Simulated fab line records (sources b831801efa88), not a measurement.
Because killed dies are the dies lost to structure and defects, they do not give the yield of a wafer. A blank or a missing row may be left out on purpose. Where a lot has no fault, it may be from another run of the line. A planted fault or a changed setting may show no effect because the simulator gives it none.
Struck lot and sound lot, side by side -- flow sfq_line -- 24 steps out of a route of 325
Sound: the wafers L722.1, L722.4, L722.6. Wafers struck: L733.1, L733.5, L733.6. Last of all comes the cause.
Per side, at each step with rows, come the tool, then ch with its chambers, and then its first start. Under that, the readings that differ: sound wafers -- struck wafers -- difference of the means -- sigmas: that difference in standard deviations of wafers without a fault.
alike: a reading whose means differ by less than 2 such deviations, as well as words and numbers matching on both sides. not compared: withheld readings; readings where some wafer has no value; bounds like >300 that might hide an equal value; numbers whose values overlap and for which the record gives no deviation.
A row with sigmas, a row that says differs or no value, or rows on one side alone: a step with any of these is where the two part. Numbers that don't overlap but have no deviation are shown without sigmas and don't part them. Lack of a reading on every wafer of one side parts them only where that side has two or more wafers.

first, 6 steps without rows for these wafers: SFQ_TRILAYER_I1_VIA_LITHO_COAT_054 (resist thk 62 nm); SFQ_TRILAYER_I1_VIA_LITHO_COAT_049 (resist thk 650 nm); SFQ_TRILAYER_I1_VIA_LITHO_SOFTBAKE_053; SFQ_TRILAYER_I1_VIA_LITHO_EXPOSE_050 (exposes mask I1, target cd 500 nm); SFQ_TRILAYER_I1_VIA_LITHO_PEB_052 (peb time 60 s); SFQ_TRILAYER_I1_VIA_LITHO_DEVELOP_051 (time 60 s).
SFQ_I1_OVL_MEAS_913:
  struck on overlay-01, day 19 18:19; sound on overlay-01, day 15 13:46
  alike: I1_OVL
SFQ_TRILAYER_I1_VIA_BARC_OPEN_VIA_ETCH_071: etches BARC in O2, target depth 125 nm, time 41.7 s.
  sound on rie_diel-03 ch 0,2,3, day 15 13:47; struck on rie_diel-02 ch 0,2,3, day 19 18:21
  alike: drypump_motor_current_A, oes_product_au
  not compared: rf_hours_counter_h
SFQ_TRILAYER_I1_VIA_ETCH_VIA_ETCH_052: etches SiO2 in CHF3, stops on Nb, target depth 260 nm.
  sound on rie_diel-03 ch 0,2,3, day 15 13:50; struck on rie_diel-02 ch 0,2,3, day 19 18:23
  alike: drypump_motor_current_A, oes_product_au
SFQ_TRILAYER_I1_VIA_STRIP_STRIP_053: strips in O2.
  sound on rie_metal-01 ch 0,1, day 15 13:57; struck on rie_metal-03 ch 0,1, day 19 18:30
  alike: drypump_motor_current_A, he_backside_leak_sccm, oes_product_au
  not compared: rf_hours_counter_h
then, 2 steps without rows for these wafers: SFQ_TRILAYER_I1_VIA_STRIP_SOLV_CLEAN_054 (cleans in NMP, time 600 s); SFQ_TRILAYER_M2_DEP_PRE_CLEAN_056 (time 22.5 s).
SFQ_TRILAYER_M2_DEP_SPUTTER_055: material Nb, target thk 200 nm, time 133.3 s.
  struck on pvd_sputter-06, day 19 19:19; sound on pvd_sputter-05, day 15 14:45
  no value came back on the struck wafers for base_pressure_pa (Pa), cathode_dc_power_W (W), throttle_valve_pct (%); on the sound wafers base_pressure_pa (Pa) reads 1.35e-06 1.37e-06 1.39e-06
SFQ_M2_RS_MEAS_914: measurement is done with a four-point probe.
  struck on film_metro-04, day 19 19:24; sound on film_metro-04, day 15 14:50
reading,sound,struck,difference,sigmas
M2_NB_RS (ohm/sq),0.893 0.881 0.900,- - -,no value on the struck wafers,
then, 6 steps without rows for these wafers: SFQ_TRILAYER_M2_LITHO_COAT_062 (resist thk 62 nm); SFQ_TRILAYER_M2_LITHO_COAT_057 (resist thk 600 nm); SFQ_TRILAYER_M2_LITHO_SOFTBAKE_061; SFQ_TRILAYER_M2_LITHO_EXPOSE_058 (exposes mask M2, target cd 500 nm); SFQ_TRILAYER_M2_LITHO_PEB_060 (peb time 60 s); SFQ_TRILAYER_M2_LITHO_DEVELOP_059 (time 60 s).
-- the record jumps here: 5 days lie between the struck wafers' starts before and after --
SFQ_M2_OVL_MEAS_916:
  struck on overlay-02, day 24 09:55; sound on overlay-01, day 19 23:07
  alike: M2_OVL
SFQ_TRILAYER_M2_BARC_OPEN_METAL_ETCH_077: etches BARC in O2, target depth 125 nm, time 41.7 s.
  sound on rie_metal-03 ch 0,1, day 19 23:09; struck on rie_metal-04 ch 0,1, day 24 09:57
  alike: drypump_motor_current_A, he_backside_leak_sccm, oes_product_au
  not compared: rf_hours_counter_h
SFQ_TRILAYER_M2_ETCH_METAL_ETCH_060: etches Nb in Cl2/Ar, stops on SiO2, target depth 240 nm, time 120 s.
  sound on rie_metal-03 ch 0,1, day 19 23:13; struck on rie_metal-04 ch 0,1, day 24 10:01
reading,sound,struck,difference,sigmas
oes_product_au (a.u.),0.886 0.901 0.884,0.370 0.380 0.375,-0.515,-77
  alike: drypump_motor_current_A, he_backside_leak_sccm
  not compared: rf_hours_counter_h
SFQ_TRILAYER_M2_STRIP_STRIP_061: strips in O2.
  sound on rie_metal-03 ch 0,1, day 19 23:20; struck on rie_metal-04 ch 0,1, day 24 10:08
  alike: drypump_motor_current_A, he_backside_leak_sccm, oes_product_au
  not compared: rf_hours_counter_h

== WHERE THEY PART ==
At SFQ_TRILAYER_M2_DEP_SPUTTER_055 first; at SFQ_TRILAYER_M2_ETCH_METAL_ETCH_060 last (within this record only). Later steps at which nothing parts them and some readings are alike: SFQ_TRILAYER_M2_STRIP_STRIP_061.

WHY: the cause the simulator had injected
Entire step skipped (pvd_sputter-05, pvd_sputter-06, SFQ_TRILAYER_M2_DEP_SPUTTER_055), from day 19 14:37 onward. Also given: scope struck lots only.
